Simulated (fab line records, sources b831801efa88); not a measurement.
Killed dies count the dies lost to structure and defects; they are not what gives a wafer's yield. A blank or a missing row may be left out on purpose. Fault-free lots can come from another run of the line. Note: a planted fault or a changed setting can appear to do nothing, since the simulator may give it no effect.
fab line records / flow sky130
[record] lots = 13 wafers = 39 lastDay = 50
route steps=708 shown FIELD_ISO@20 VIA4@658 METAL5@677 PASSIVATION@681 PAD_OPEN@708
lots untouched by any fault: they come from a run of this same line in which no faults occurred
startH: hours from the record's first day to the start of the lot's first wafer shown / waitH: time in hours since the lot's previous step / " unchanged from the row above / L1.1+2: a row that stands for several wafers / - no value, or no start was given / * or withheld: withheld / < > ~ a bound
route shown NAME@n: NAME is a module with steps in the file, n the number in the route of the first one / usual: mean/standard deviation of fault-free wafers / same: alike in all rows / chamber/n: place in a boat / sites: each site's reading / _std_site: how widely they spread, as a standard deviation / _edge_site: the outer-site mean with the inner-site mean subtracted / radiusMm: for every site, how far away it sits from the centre of the wafer / mask NAME#n: copy n / behind: the tool/chamber that last shaped the wafer / hold: what put the lot on hold/how long, in hours/how the hold closed / device: whichever transistor did not switch (one of n, p or np) / end of line: the tests these same wafers got at the end of their route / a step without rows: its recipe alone / killed: the dies lost at the first sort to structure and to defects; this is not the yield of the wafer / map: a wafer's dies, marking killed ones x, the rest . and places with no die _
set.NAME: the setting the step ran with; set.NAME@STEP: the setting that earlier step ran with / model.NAME: the simulator's own value behind a step, which no gauge read
the route's steps for a sample of lots (tables are steps, rows are wafers)
services: the hour from which a tool's chamber was out of use, counted from the record's first day as startH (under 0 if before that day), plus the number of hours and why
[[steps]]
[step SKY_FIELD_ISO_CLEAN_19]
[recipe] chemistry = SC1/SC2 mix = 1:4:20 tempC = 70 timeS = 150
[same] timeS = 150
lot.wafer=L656.1+4+6 tool=wetBench-04 chamber=0 startH=27.92 waitH=0.0
lot.wafer=L657.2+3+6 tool=wetBench-02 chamber=2 startH=37.89 waitH=0.0
lot.wafer=L659.2+3+4 tool=wetBench-04 chamber=2 startH=46.59 waitH=0.0
lot.wafer=L660.2+5+6 tool=wetBench-04 chamber=2 startH=49.82 waitH=0.0
lot.wafer=L661.1+3+6 tool=wetBench-04 chamber=2 startH=55.21 waitH=0.0
lot.wafer=L662.1+2+3 tool=wetBench-04 chamber=3 startH=59.37 waitH=0.0
lot.wafer=L664.1+2+5 tool=wetBench-02 chamber=0 startH=70.31 waitH=0.0
lot.wafer=L665.3+4+6 tool=wetBench-04 chamber=0 startH=77.07 waitH=0.0
lot.wafer=L666.2+3+4 tool=wetBench-04 chamber=3 startH=87.52 waitH=0.0
lot.wafer=L673.1+2+4 tool=wetBench-03 chamber=2 startH=117.81 waitH=0.0
lot.wafer=L675.3+4+6 tool=wetBench-03 chamber=1 startH=127.51 waitH=0.0
lot.wafer=L678.1+2+3 tool=wetBench-03 chamber=2 startH=145.04 waitH=0.0
lot.wafer=L679.2+3+6 tool=wetBench-04 chamber=2 startH=148.18 waitH=0.0
[step SKY_VIA4_RS_MEAS_19]
[recipe] thkMeasGauge = four-point-probe reads = W_of_VIA4_CVD_18+TiN_of_VIA4_SPUTTER_17
[usual] VIA4_W_RS = 0.2254/0.002
lot.wafer=L656.1 tool=filmMetro-03 chamber=- startH=987.58 waitH=0.1 VIA4_W_RS[ohm/sq]=0.2249
lot.wafer=L656.4 tool=filmMetro-03 chamber=- startH=987.58 waitH=0.1 VIA4_W_RS[ohm/sq]=0.2235
lot.wafer=L656.6 tool=filmMetro-03 chamber=- startH=987.58 waitH=0.1 VIA4_W_RS[ohm/sq]=0.2234
lot.wafer=L657.2 tool=filmMetro-01 chamber=- startH=1007.40 waitH=0.1 VIA4_W_RS[ohm/sq]=0.2245
lot.wafer=L657.3 tool=filmMetro-01 chamber=- startH=1007.40 waitH=0.1 VIA4_W_RS[ohm/sq]=0.2229
lot.wafer=L657.6 tool=filmMetro-01 chamber=- startH=1007.40 waitH=0.1 VIA4_W_RS[ohm/sq]=0.2256
lot.wafer=L659.2 tool=filmMetro-01 chamber=- startH=1015.22 waitH=0.1 VIA4_W_RS[ohm/sq]=0.2244
lot.wafer=L659.3 tool=filmMetro-01 chamber=- startH=1015.22 waitH=0.1 VIA4_W_RS[ohm/sq]=0.2243
lot.wafer=L659.4 tool=filmMetro-01 chamber=- startH=1015.22 waitH=0.1 VIA4_W_RS[ohm/sq]=0.2237
lot.wafer=L660.2 tool=filmMetro-01 chamber=- startH=1042.35 waitH=0.1 VIA4_W_RS[ohm/sq]=0.2259
lot.wafer=L660.5 tool=filmMetro-01 chamber=- startH=1042.35 waitH=0.1 VIA4_W_RS[ohm/sq]=0.2250
lot.wafer=L660.6 tool=filmMetro-01 chamber=- startH=1042.35 waitH=0.1 VIA4_W_RS[ohm/sq]=0.2261
lot.wafer=L661.1 tool=filmMetro-03 chamber=- startH=1050.13 waitH=0.1 VIA4_W_RS[ohm/sq]=0.2218
lot.wafer=L661.3 tool=filmMetro-03 chamber=- startH=1050.13 waitH=0.1 VIA4_W_RS[ohm/sq]=0.2260
lot.wafer=L661.6 tool=filmMetro-03 chamber=- startH=1050.13 waitH=0.1 VIA4_W_RS[ohm/sq]=0.2276
lot.wafer=L662.1 tool=filmMetro-01 chamber=- startH=1051.54 waitH=0.1 VIA4_W_RS[ohm/sq]=0.2264
lot.wafer=L662.2 tool=filmMetro-01 chamber=- startH=1051.54 waitH=0.1 VIA4_W_RS[ohm/sq]=0.2288
lot.wafer=L662.3 tool=filmMetro-01 chamber=- startH=1051.54 waitH=0.1 VIA4_W_RS[ohm/sq]=0.2270
lot.wafer=L664.1 tool=filmMetro-01 chamber=- startH=1055.15 waitH=0.1 VIA4_W_RS[ohm/sq]=0.2234
lot.wafer=L664.2 tool=filmMetro-01 chamber=- startH=1055.15 waitH=0.1 VIA4_W_RS[ohm/sq]=0.2226
lot.wafer=L664.5 tool=filmMetro-01 chamber=- startH=1055.15 waitH=0.1 VIA4_W_RS[ohm/sq]=0.2225
lot.wafer=L665.3 tool=filmMetro-01 chamber=- startH=1063.00 waitH=0.1 VIA4_W_RS[ohm/sq]=0.2227
lot.wafer=L665.4 tool=filmMetro-01 chamber=- startH=1063.00 waitH=0.1 VIA4_W_RS[ohm/sq]=0.2243
lot.wafer=L665.6 tool=filmMetro-01 chamber=- startH=1063.00 waitH=0.1 VIA4_W_RS[ohm/sq]=0.2258
lot.wafer=L666.2 tool=filmMetro-01 chamber=- startH=1074.31 waitH=0.1 VIA4_W_RS[ohm/sq]=0.2276
lot.wafer=L666.3 tool=filmMetro-01 chamber=- startH=1074.31 waitH=0.1 VIA4_W_RS[ohm/sq]=0.2248
lot.wafer=L666.4 tool=filmMetro-01 chamber=- startH=1074.31 waitH=0.1 VIA4_W_RS[ohm/sq]=0.2264
lot.wafer=L673.1 tool=filmMetro-01 chamber=- startH=1115.90 waitH=0.1 VIA4_W_RS[ohm/sq]=0.2212
lot.wafer=L673.2 tool=filmMetro-01 chamber=- startH=1115.90 waitH=0.1 VIA4_W_RS[ohm/sq]=0.2227
lot.wafer=L673.4 tool=filmMetro-01 chamber=- startH=1115.90 waitH=0.1 VIA4_W_RS[ohm/sq]=0.2232
lot.wafer=L675.3 tool=filmMetro-03 chamber=- startH=1122.43 waitH=0.1 VIA4_W_RS[ohm/sq]=0.2257
lot.wafer=L675.4 tool=filmMetro-03 chamber=- startH=1122.43 waitH=0.1 VIA4_W_RS[ohm/sq]=0.2282
lot.wafer=L675.6 tool=filmMetro-03 chamber=- startH=1122.43 waitH=0.1 VIA4_W_RS[ohm/sq]=0.2281
lot.wafer=L679.2 tool=filmMetro-01 chamber=- startH=1143.14 waitH=0.1 VIA4_W_RS[ohm/sq]=0.2260
lot.wafer=L679.3 tool=filmMetro-01 chamber=- startH=1143.14 waitH=0.1 VIA4_W_RS[ohm/sq]=0.2264
lot.wafer=L679.6 tool=filmMetro-01 chamber=- startH=1143.14 waitH=0.1 VIA4_W_RS[ohm/sq]=0.2251
lot.wafer=L678.1 tool=filmMetro-03 chamber=- startH=1147.99 waitH=0.1 VIA4_W_RS[ohm/sq]=0.2283
lot.wafer=L678.2 tool=filmMetro-03 chamber=- startH=1147.99 waitH=0.1 VIA4_W_RS[ohm/sq]=0.2238
lot.wafer=L678.3 tool=filmMetro-03 chamber=- startH=1147.99 waitH=0.1 VIA4_W_RS[ohm/sq]=0.2271
[step SKY_METAL5_STRIP_16]
[recipe] chemistry = O2/N2 powerW = 1400 pressureMtorr = 1500 platenTempC = withheld o2FlowSccm = 3000 n2FlowSccm = 300 overashFraction = 0.5
[usual] drypumpMotorCurrentA = 5.6/0.38 oesProductAu = 0.710/0.0049 stripTimeToEndpointS = 13.03/0.091
[same] overashFraction = 0.5
lot.wafer=L656.1 tool=plasmaAsher-03 chamber=0 startH=1010.88 waitH=0.2 drypumpMotorCurrentA=5.5 oesProductAu=0.714 rfHoursCounterH=117 stripTimeToEndpointS=13.10
lot.wafer=L656.4 tool=plasmaAsher-03 chamber=1 startH=1010.88 waitH=0.2 drypumpMotorCurrentA=5.7 oesProductAu=0.714 rfHoursCounterH=- stripTimeToEndpointS=13.06
lot.wafer=L656.6 tool=plasmaAsher-03 chamber=0 startH=1010.88 waitH=0.2 drypumpMotorCurrentA=5.5 oesProductAu=0.717 rfHoursCounterH=- stripTimeToEndpointS=13.04
lot.wafer=L657.2 tool=plasmaAsher-03 chamber=1 startH=1030.56 waitH=0.2 drypumpMotorCurrentA=5.8 oesProductAu=0.702 rfHoursCounterH=119 stripTimeToEndpointS=13.06
lot.wafer=L657.3 tool=plasmaAsher-03 chamber=0 startH=1030.56 waitH=0.2 drypumpMotorCurrentA=5.5 oesProductAu=0.712 rfHoursCounterH=- stripTimeToEndpointS=13.02
lot.wafer=L657.6 tool=plasmaAsher-03 chamber=1 startH=1030.56 waitH=0.2 drypumpMotorCurrentA=5.7 oesProductAu=0.712 rfHoursCounterH=- stripTimeToEndpointS=13.14
lot.wafer=L659.2 tool=plasmaAsher-03 chamber=1 startH=1039.00 waitH=0.2 drypumpMotorCurrentA=5.8 oesProductAu=0.713 rfHoursCounterH=120 stripTimeToEndpointS=12.89
lot.wafer=L659.3 tool=plasmaAsher-03 chamber=1 startH=1039.00 waitH=0.2 drypumpMotorCurrentA=5.8 oesProductAu=0.711 rfHoursCounterH=- stripTimeToEndpointS=13.02
lot.wafer=L659.4 tool=plasmaAsher-03 chamber=0 startH=1039.00 waitH=0.2 drypumpMotorCurrentA=5.5 oesProductAu=0.707 rfHoursCounterH=- stripTimeToEndpointS=12.98
lot.wafer=L660.2 tool=plasmaAsher-03 chamber=0 startH=1064.71 waitH=0.2 drypumpMotorCurrentA=5.5 oesProductAu=0.709 rfHoursCounterH=0 stripTimeToEndpointS=13.20
lot.wafer=L660.5 tool=plasmaAsher-03 chamber=1 startH=1064.71 waitH=0.2 drypumpMotorCurrentA=5.8 oesProductAu=0.709 rfHoursCounterH=- stripTimeToEndpointS=13.05
lot.wafer=L660.6 tool=plasmaAsher-03 chamber=0 startH=1064.71 waitH=0.2 drypumpMotorCurrentA=5.5 oesProductAu=0.708 rfHoursCounterH=- stripTimeToEndpointS=13.18
lot.wafer=L661.1 tool=plasmaAsher-04 chamber=0 startH=1071.46 waitH=0.2 drypumpMotorCurrentA=6.1 oesProductAu=0.702 rfHoursCounterH=31 stripTimeToEndpointS=13.02
lot.wafer=L661.3 tool=plasmaAsher-04 chamber=0 startH=1071.46 waitH=0.2 drypumpMotorCurrentA=6.1 oesProductAu=0.717 rfHoursCounterH=- stripTimeToEndpointS=13.06
lot.wafer=L661.6 tool=plasmaAsher-04 chamber=0 startH=1071.46 waitH=0.2 drypumpMotorCurrentA=6.1 oesProductAu=0.717 rfHoursCounterH=- stripTimeToEndpointS=13.05
lot.wafer=L662.1 tool=plasmaAsher-04 chamber=0 startH=1073.36 waitH=0.2 drypumpMotorCurrentA=6.1 oesProductAu=0.709 rfHoursCounterH=32 stripTimeToEndpointS=13.20
lot.wafer=L662.2 tool=plasmaAsher-04 chamber=1 startH=1073.36 waitH=0.2 drypumpMotorCurrentA=6.0 oesProductAu=0.703 rfHoursCounterH=32 stripTimeToEndpointS=13.12
lot.wafer=L662.3 tool=plasmaAsher-04 chamber=1 startH=1073.36 waitH=0.2 drypumpMotorCurrentA=6.0 oesProductAu=0.712 rfHoursCounterH=- stripTimeToEndpointS=13.08
lot.wafer=L664.1 tool=plasmaAsher-02 chamber=0 startH=1077.21 waitH=0.2 drypumpMotorCurrentA=5.0 oesProductAu=0.708 rfHoursCounterH=96 stripTimeToEndpointS=12.89
lot.wafer=L664.2 tool=plasmaAsher-02 chamber=1 startH=1077.21 waitH=0.2 drypumpMotorCurrentA=5.6 oesProductAu=0.707 rfHoursCounterH=96 stripTimeToEndpointS=13.06
lot.wafer=L664.5 tool=plasmaAsher-02 chamber=0 startH=1077.21 waitH=0.2 drypumpMotorCurrentA=5.0 oesProductAu=0.715 rfHoursCounterH=- stripTimeToEndpointS=13.07
lot.wafer=L665.3 tool=plasmaAsher-02 chamber=1 startH=1084.39 waitH=0.1 drypumpMotorCurrentA=5.6 oesProductAu=0.708 rfHoursCounterH=- stripTimeToEndpointS=13.05
lot.wafer=L665.4 tool=plasmaAsher-02 chamber=0 startH=1084.39 waitH=0.1 drypumpMotorCurrentA=4.9 oesProductAu=0.715 rfHoursCounterH=- stripTimeToEndpointS=12.96
lot.wafer=L665.6 tool=plasmaAsher-02 chamber=0 startH=1084.39 waitH=0.1 drypumpMotorCurrentA=5.0 oesProductAu=0.704 rfHoursCounterH=- stripTimeToEndpointS=12.92
lot.wafer=L666.2 tool=plasmaAsher-02 chamber=0 startH=1095.26 waitH=0.2 drypumpMotorCurrentA=4.9 oesProductAu=0.706 rfHoursCounterH=98 stripTimeToEndpointS=13.05
lot.wafer=L666.3 tool=plasmaAsher-02 chamber=1 startH=1095.26 waitH=0.2 drypumpMotorCurrentA=5.6 oesProductAu=0.709 rfHoursCounterH=- stripTimeToEndpointS=12.99
lot.wafer=L666.4 tool=plasmaAsher-02 chamber=0 startH=1095.26 waitH=0.2 drypumpMotorCurrentA=5.0 oesProductAu=0.708 rfHoursCounterH=- stripTimeToEndpointS=13.06
lot.wafer=L673.1 tool=plasmaAsher-02 chamber=1 startH=1136.26 waitH=0.2 drypumpMotorCurrentA=5.6 oesProductAu=0.710 rfHoursCounterH=102 stripTimeToEndpointS=13.07
lot.wafer=L673.2 tool=plasmaAsher-02 chamber=0 startH=1136.26 waitH=0.2 drypumpMotorCurrentA=5.0 oesProductAu=0.705 rfHoursCounterH=102 stripTimeToEndpointS=13.03
lot.wafer=L673.4 tool=plasmaAsher-02 chamber=0 startH=1136.26 waitH=0.2 drypumpMotorCurrentA=4.9 oesProductAu=0.705 rfHoursCounterH=- stripTimeToEndpointS=12.93
lot.wafer=L675.3 tool=plasmaAsher-03 chamber=0 startH=1142.32 waitH=0.1 drypumpMotorCurrentA=5.5 oesProductAu=0.716 rfHoursCounterH=- stripTimeToEndpointS=13.03
lot.wafer=L675.4 tool=plasmaAsher-03 chamber=1 startH=1142.32 waitH=0.1 drypumpMotorCurrentA=5.7 oesProductAu=0.707 rfHoursCounterH=- stripTimeToEndpointS=12.99
lot.wafer=L675.6 tool=plasmaAsher-03 chamber=0 startH=1142.32 waitH=0.1 drypumpMotorCurrentA=5.5 oesProductAu=0.711 rfHoursCounterH=- stripTimeToEndpointS=13.04
lot.wafer=L679.2 tool=plasmaAsher-03 chamber=1 startH=1160.83 waitH=0.2 drypumpMotorCurrentA=5.7 oesProductAu=0.706 rfHoursCounterH=9 stripTimeToEndpointS=13.24
lot.wafer=L679.3 tool=plasmaAsher-03 chamber=1 startH=1160.83 waitH=0.2 drypumpMotorCurrentA=5.7 oesProductAu=0.720 rfHoursCounterH=- stripTimeToEndpointS=13.27
lot.wafer=L679.6 tool=plasmaAsher-03 chamber=1 startH=1160.83 waitH=0.2 drypumpMotorCurrentA=5.7 oesProductAu=0.711 rfHoursCounterH=- stripTimeToEndpointS=13.16
lot.wafer=L678.1 tool=plasmaAsher-04 chamber=0 startH=1166.06 waitH=0.2 drypumpMotorCurrentA=6.1 oesProductAu=0.717 rfHoursCounterH=40 stripTimeToEndpointS=13.10
lot.wafer=L678.2 tool=plasmaAsher-04 chamber=1 startH=1166.06 waitH=0.2 drypumpMotorCurrentA=6.0 oesProductAu=0.711 rfHoursCounterH=40 stripTimeToEndpointS=13.14
lot.wafer=L678.3 tool=plasmaAsher-04 chamber=0 startH=1166.06 waitH=0.2 drypumpMotorCurrentA=6.1 oesProductAu=0.710 rfHoursCounterH=- stripTimeToEndpointS=13.17
[step SKY_PASSIVATION_CVD_00]
[recipe] material = SiO2 targetThkNm = 90 tempC = 400 timeS = withheld rfW = 600
[usual] heaterPowerW = 696/100 rfFwdPowerW = 591/3.5
lot.wafer=L656.1 tool=pecvd-02 chamber=0 startH=1011.47 waitH=0.0 heaterPowerW=790 rfFwdPowerW=588
lot.wafer=L656.4 tool=pecvd-02 chamber=2 startH=1011.47 waitH=0.0 heaterPowerW=727 rfFwdPowerW=585
lot.wafer=L656.6 tool=pecvd-02 chamber=2 startH=1011.47 waitH=0.0 heaterPowerW=729 rfFwdPowerW=584
lot.wafer=L657.2 tool=pecvd-03 chamber=2 startH=1031.15 waitH=0.0 heaterPowerW=636 rfFwdPowerW=586
lot.wafer=L657.3 tool=pecvd-03 chamber=1 startH=1031.15 waitH=0.0 heaterPowerW=653 rfFwdPowerW=592
lot.wafer=L657.6 tool=pecvd-03 chamber=0 startH=1031.15 waitH=0.0 heaterPowerW=530 rfFwdPowerW=594
lot.wafer=L659.2 tool=pecvd-02 chamber=2 startH=1039.59 waitH=0.0 heaterPowerW=749 rfFwdPowerW=586
lot.wafer=L659.3 tool=pecvd-02 chamber=1 startH=1039.59 waitH=0.0 heaterPowerW=728 rfFwdPowerW=589
lot.wafer=L659.4 tool=pecvd-02 chamber=1 startH=1039.59 waitH=0.0 heaterPowerW=735 rfFwdPowerW=588
lot.wafer=L660.2 tool=pecvd-01 chamber=2 startH=1065.30 waitH=0.0 heaterPowerW=696 rfFwdPowerW=593
lot.wafer=L660.5 tool=pecvd-01 chamber=2 startH=1065.30 waitH=0.0 heaterPowerW=724 rfFwdPowerW=596
lot.wafer=L660.6 tool=pecvd-01 chamber=0 startH=1065.30 waitH=0.0 heaterPowerW=570 rfFwdPowerW=591
lot.wafer=L661.1 tool=pecvd-03 chamber=1 startH=1072.05 waitH=0.0 heaterPowerW=695 rfFwdPowerW=590
lot.wafer=L661.3 tool=pecvd-03 chamber=0 startH=1072.05 waitH=0.0 heaterPowerW=517 rfFwdPowerW=592
lot.wafer=L661.6 tool=pecvd-03 chamber=0 startH=1072.05 waitH=0.0 heaterPowerW=515 rfFwdPowerW=595
lot.wafer=L662.1 tool=pecvd-01 chamber=2 startH=1073.95 waitH=0.0 heaterPowerW=833 rfFwdPowerW=592
lot.wafer=L662.2 tool=pecvd-01 chamber=1 startH=1073.95 waitH=0.0 heaterPowerW=667 rfFwdPowerW=594
lot.wafer=L662.3 tool=pecvd-01 chamber=0 startH=1073.95 waitH=0.0 heaterPowerW=551 rfFwdPowerW=593
lot.wafer=L664.1 tool=pecvd-01 chamber=2 startH=1077.84 waitH=0.0 heaterPowerW=743 rfFwdPowerW=594
lot.wafer=L664.2 tool=pecvd-01 chamber=1 startH=1077.84 waitH=0.0 heaterPowerW=655 rfFwdPowerW=594
lot.wafer=L664.5 tool=pecvd-01 chamber=0 startH=1077.84 waitH=0.0 heaterPowerW=598 rfFwdPowerW=595
lot.wafer=L665.3 tool=pecvd-01 chamber=1 startH=1084.95 waitH=0.0 heaterPowerW=643 rfFwdPowerW=596
lot.wafer=L665.4 tool=pecvd-01 chamber=0 startH=1084.95 waitH=0.0 heaterPowerW=596 rfFwdPowerW=592
lot.wafer=L665.6 tool=pecvd-01 chamber=2 startH=1084.95 waitH=0.0 heaterPowerW=748 rfFwdPowerW=596
lot.wafer=L666.2 tool=pecvd-01 chamber=2 startH=1095.85 waitH=0.0 heaterPowerW=813 rfFwdPowerW=598
lot.wafer=L666.3 tool=pecvd-01 chamber=2 startH=1095.85 waitH=0.0 heaterPowerW=820 rfFwdPowerW=595
lot.wafer=L666.4 tool=pecvd-01 chamber=1 startH=1095.85 waitH=0.0 heaterPowerW=626 rfFwdPowerW=592
lot.wafer=L673.1 tool=pecvd-01 chamber=1 startH=1136.85 waitH=0.0 heaterPowerW=659 rfFwdPowerW=595
lot.wafer=L673.2 tool=pecvd-01 chamber=0 startH=1136.85 waitH=0.0 heaterPowerW=657 rfFwdPowerW=589
lot.wafer=L673.4 tool=pecvd-01 chamber=1 startH=1136.85 waitH=0.0 heaterPowerW=646 rfFwdPowerW=597
lot.wafer=L675.3 tool=pecvd-01 chamber=1 startH=1143.12 waitH=0.0 heaterPowerW=669 rfFwdPowerW=594
lot.wafer=L675.4 tool=pecvd-01 chamber=2 startH=1143.12 waitH=0.0 heaterPowerW=809 rfFwdPowerW=592
lot.wafer=L675.6 tool=pecvd-01 chamber=0 startH=1143.12 waitH=0.0 heaterPowerW=560 rfFwdPowerW=594
lot.wafer=L679.2 tool=pecvd-01 chamber=1 startH=1161.47 waitH=0.0 heaterPowerW=549 rfFwdPowerW=596
lot.wafer=L679.3 tool=pecvd-01 chamber=0 startH=1161.47 waitH=0.0 heaterPowerW=668 rfFwdPowerW=590
lot.wafer=L679.6 tool=pecvd-01 chamber=0 startH=1161.47 waitH=0.0 heaterPowerW=648 rfFwdPowerW=593
lot.wafer=L678.1 tool=pecvd-02 chamber=2 startH=1166.68 waitH=0.0 heaterPowerW=796 rfFwdPowerW=584
lot.wafer=L678.2 tool=pecvd-02 chamber=0 startH=1166.68 waitH=0.0 heaterPowerW=780 rfFwdPowerW=589
lot.wafer=L678.3 tool=pecvd-02 chamber=1 startH=1166.68 waitH=0.0 heaterPowerW=735 rfFwdPowerW=587
[step SKY_PAD_OPEN_PROBE_99]
[usual] killed_at_M0_to_M3 = 44/7 killed_at_M4_up = 3.0/1.9 killedAtContacts = 24/5.4 killedAtFrontEnd = 15/4.6 killedAtOther = 0.3/0.5 killedDies = 87/10 killedOpen = 47/7 killedShort = 40/6.2
[same] grossDies = 492 killedAtBackSide = 0
lot.wafer=L661.1 tool=prober-01 chamber=- startH=1115.03 waitH=0.1 killed_at_M0_to_M3=28 killed_at_M4_up=2 killedAtContacts=17 killedAtFrontEnd=20 killedAtOther=0 killedDies=67 killedOpen=34 killedShort=33
lot.wafer=L661.3 tool=prober-01 chamber=- startH=1115.13 waitH=0.2 killed_at_M0_to_M3=46 killed_at_M4_up=6 killedAtContacts=27 killedAtFrontEnd=23 killedAtOther=0 killedDies=102 killedOpen=64 killedShort=38
lot.wafer=L661.6 tool=prober-01 chamber=- startH=1115.28 waitH=0.2 killed_at_M0_to_M3=37 killed_at_M4_up=2 killedAtContacts=24 killedAtFrontEnd=19 killedAtOther=0 killedDies=82 killedOpen=45 killedShort=37
lot.wafer=L665.3 tool=prober-01 chamber=- startH=1128.21 waitH=0.2 killed_at_M0_to_M3=51 killed_at_M4_up=5 killedAtContacts=17 killedAtFrontEnd=45 killedAtOther=0 killedDies=118 killedOpen=44 killedShort=45
lot.wafer=L665.4 tool=prober-01 chamber=- startH=1128.26 waitH=0.2 killed_at_M0_to_M3=54 killed_at_M4_up=1 killedAtContacts=19 killedAtFrontEnd=44 killedAtOther=0 killedDies=118 killedOpen=50 killedShort=36
lot.wafer=L665.6 tool=prober-01 chamber=- startH=1128.36 waitH=0.2 killed_at_M0_to_M3=45 killed_at_M4_up=2 killedAtContacts=16 killedAtFrontEnd=41 killedAtOther=0 killedDies=104 killedOpen=46 killedShort=33
lot.wafer=L666.2 tool=prober-01 chamber=- startH=1138.67 waitH=0.1 killed_at_M0_to_M3=42 killed_at_M4_up=1 killedAtContacts=22 killedAtFrontEnd=69 killedAtOther=0 killedDies=134 killedOpen=45 killedShort=26
lot.wafer=L666.3 tool=prober-01 chamber=- startH=1138.72 waitH=0.2 killed_at_M0_to_M3=41 killed_at_M4_up=6 killedAtContacts=20 killedAtFrontEnd=80 killedAtOther=0 killedDies=147 killedOpen=43 killedShort=34
lot.wafer=L666.4 tool=prober-01 chamber=- startH=1138.77 waitH=0.2 killed_at_M0_to_M3=32 killed_at_M4_up=0 killedAtContacts=28 killedAtFrontEnd=79 killedAtOther=0 killedDies=139 killedOpen=39 killedShort=35
// killed by level:class
L661.1 LOCAL_INTERCONNECT:geometricParticle:short=6 VIA3:geometricParticle:open=6 POLY_GATE:geometricParticle:short=5 VIA1:geometricParticle:open=5 VIA2:geometricParticle:open=5 FIELD_ISO:geometricParticle:short=4 CONTACT:geometricParticle:open=4 FIELD_ISO:geometricParticle:open=3
L661.3 FIELD_ISO:geometricParticle:open=11 LI_CONTACT:geometricParticle:open=10 CONTACT:geometricParticle:open=9 VIA3:geometricParticle:open=7 VIA1:geometricParticle:short=6 POLY_GATE:geometricParticle:open=6 VIA2:geometricParticle:open=6 CONTACT:geometricParticle:short=5
L661.6 VIA1:geometricParticle:open=8 LI_CONTACT:geometricParticle:open=7 CONTACT:geometricParticle:open=7 CONTACT:geometricParticle:short=7 POLY_GATE:geometricParticle:open=6 METAL2:geometricParticle:short=6 VIA3:geometricParticle:open=5 FIELD_ISO:geometricParticle:open=3
L665.3 FIELD_ISO:unspecified=29 VIA2:geometricParticle:open=9 METAL2:geometricParticle:short=9 VIA1:geometricParticle:open=8 FIELD_ISO:geometricParticle:short=7 LI_CONTACT:geometricParticle:open=7 METAL1:geometricParticle:short=6 VIA2:geometricParticle:short=5
L665.4 FIELD_ISO:unspecified=32 VIA1:geometricParticle:open=14 METAL2:geometricParticle:short=7 CONTACT:geometricParticle:open=6 VIA3:geometricParticle:open=6 FIELD_ISO:geometricParticle:open=5 LI_CONTACT:geometricParticle:open=5 METAL1:geometricParticle:short=5
L665.6 FIELD_ISO:unspecified=25 VIA2:geometricParticle:open=9 CONTACT:geometricParticle:open=7 VIA1:geometricParticle:open=7 METAL1:geometricParticle:short=6 VIA1:geometricParticle:short=6 LI_CONTACT:geometricParticle:open=5 METAL2:geometricParticle:short=5
L666.2 FIELD_ISO:unspecified=63 VIA1:geometricParticle:open=10 CONTACT:geometricParticle:open=8 LI_CONTACT:geometricParticle:open=7 VIA1:geometricParticle:short=6 VIA3:geometricParticle:open=6 VIA2:geometricParticle:open=4 LOCAL_INTERCONNECT:geometricParticle:short=4
L666.3 FIELD_ISO:unspecified=70 CONTACT:geometricParticle:open=13 METAL1:geometricParticle:short=7 VIA1:geometricParticle:short=7 VIA1:geometricParticle:open=6 LI_CONTACT:geometricParticle:open=5 VIA2:geometricParticle:open=5 METAL4:geometricParticle:short=5
L666.4 FIELD_ISO:unspecified=65 VIA1:geometricParticle:open=9 CONTACT:geometricParticle:short=8 CONTACT:geometricParticle:open=7 FIELD_ISO:geometricParticle:open=6 VIA3:geometricParticle:open=6 LI_CONTACT:geometricParticle:open=5 LOCAL_INTERCONNECT:geometricParticle:short=5
[[services]]
tool=plasmaAsher-03 chamber=- startH=39.18 hours=21.1 kind=pm
tool=pecvd-01 chamber=2 startH=48.23 hours=10.9 kind=repair
tool=wetBench-04 chamber=- startH=61.45 hours=2.2 kind=repair
tool=plasmaAsher-03 chamber=- startH=62.46 hours=0.8 kind=repair
tool=pecvd-01 chamber=- startH=115.26 hours=1.2 kind=repair
tool=wetBench-04 chamber=- startH=126.88 hours=0.5 kind=repair
tool=pecvd-01 chamber=- startH=150.48 hours=4.3 kind=pm
tool=pecvd-01 chamber=0 startH=167.45 hours=10.2 kind=repair
tool=pecvd-01 chamber=- startH=179.29 hours=2.8 kind=pm
tool=pecvd-01 chamber=2 startH=183.45 hours=13.8 kind=repair
tool=pecvd-01 chamber=- startH=294.62 hours=0.8 kind=pm
tool=plasmaAsher-03 chamber=- startH=346.03 hours=2.8 kind=pm
tool=plasmaAsher-03 chamber=- startH=361.68 hours=6.0 kind=repair
tool=pecvd-01 chamber=- startH=393.31 hours=3.4 kind=repair
tool=plasmaAsher-03 chamber=- startH=456.77 hours=14.6 kind=pm
tool=pecvd-01 chamber=- startH=669.91 hours=0.3 kind=repair
tool=plasmaAsher-03 chamber=- startH=681.79 hours=2.5 kind=repair
tool=pecvd-01 chamber=- startH=713.19 hours=6.0 kind=pm
tool=wetBench-04 chamber=- startH=717.40 hours=1.5 kind=repair
tool=pecvd-01 chamber=1 startH=740.20 hours=6.2 kind=repair
tool=wetBench-04 chamber=- startH=745.28 hours=2.1 kind=repair
tool=plasmaAsher-03 chamber=- startH=768.52 hours=0.8 kind=repair
tool=plasmaAsher-03 chamber=- startH=834.24 hours=7.6 kind=repair
tool=pecvd-01 chamber=0 startH=1095.33 hours=2.6 kind=repair
[[key]]
[firstSign] step = SKY_PAD_OPEN_PROBE_99 reading = killedAtFrontEnd direction = up sigmas = 9.7 usual = 15 struck = 60
[effect] step = SKY_PAD_OPEN_PROBE_99 reading = killedDies direction = up sigmas = 3.9 usual = 87 struck = 127
metAt SKY_FIELD_ISO_CLEAN_19
struckLots L665,L666
testerLeftOut L665,L666
notActingAt SKY_VIA4_RS_MEAS_19,SKY_METAL5_STRIP_16,SKY_PASSIVATION_CVD_00
onsetBetween 59.37 77.07
[fault] kind = chamberParticleSource tool = wetBench-04 chamber = - onsetH = 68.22 steps = SKY_FIELD_ISO_CLEAN_19 ratePerVisitCm2 = 2.0077 endH = 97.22
// testerLeftOut: of these lots the tester's yield and bins aren't shown, on N5 and GAA mostly nor the transistor test; their killed dies are dies lost to structure and defects alone, not to doping, threshold or leakage, so they don't give the yield
